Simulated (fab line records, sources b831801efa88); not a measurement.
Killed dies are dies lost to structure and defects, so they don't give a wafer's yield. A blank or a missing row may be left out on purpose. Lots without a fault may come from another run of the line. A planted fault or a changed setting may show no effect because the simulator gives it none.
Chamber matching | flow sfq_line | SFQ_TRILAYER_I0_CMP_CMP_028 on cmp-01: 4 sister chambers
The step polishes SiO2. 4 wafers are shown with their chamber, then 7 later ones without.

WAFERS WITH THEIR CHAMBER
wafer  | chamber | motor_current_A (A)
L425.5 | 1       | 10.0
L425.6 | 0       | 8.5
L426.1 | 3       | 12.3
L426.3 | 2       | 8.3

WAFERS WITHOUT THEIR CHAMBER
wafer  | motor_current_A (A)
L426.6 | 8.7
L430.1 | 8.2
L430.4 | 9.6
L430.5 | 8.0
L434.2 | 12.9
L434.5 | 10.6
L434.6 | 8.0

WHICH CHAMBER EACH WENT THROUGH
wafer  | from the rows above     | in truth
L426.6 | can't be placed: 0 or 2 | 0
L430.1 | can't be placed: 2 or 0 | 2
L430.4 | can't be placed: 1 or 0 | 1
L430.5 | can't be placed: 2 or 0 | 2
L434.2 | 3                       | 3
L434.5 | 1                       | 1
L434.6 | can't be placed: 2 or 0 | 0
Placed correctly: 2 of 7. Can't be placed from these rows: 5 (the true chamber is among the candidates in 5). Placed wrongly: 0.
How it was worked out, from the rows above alone: a wafer's distance from a chamber is the root of the sum, over the readings, of the square of ((its reading less the chamber's mean) divided by the reading's scatter). The wafer belongs to the nearest chamber; if the next one is less than 2 further off, it can't be placed. A chamber's mean is the mean of its shown wafers. The scatter: with one shown wafer a chamber, the root of the mean of the squares of how far each hidden wafer lies from its nearest shown one.
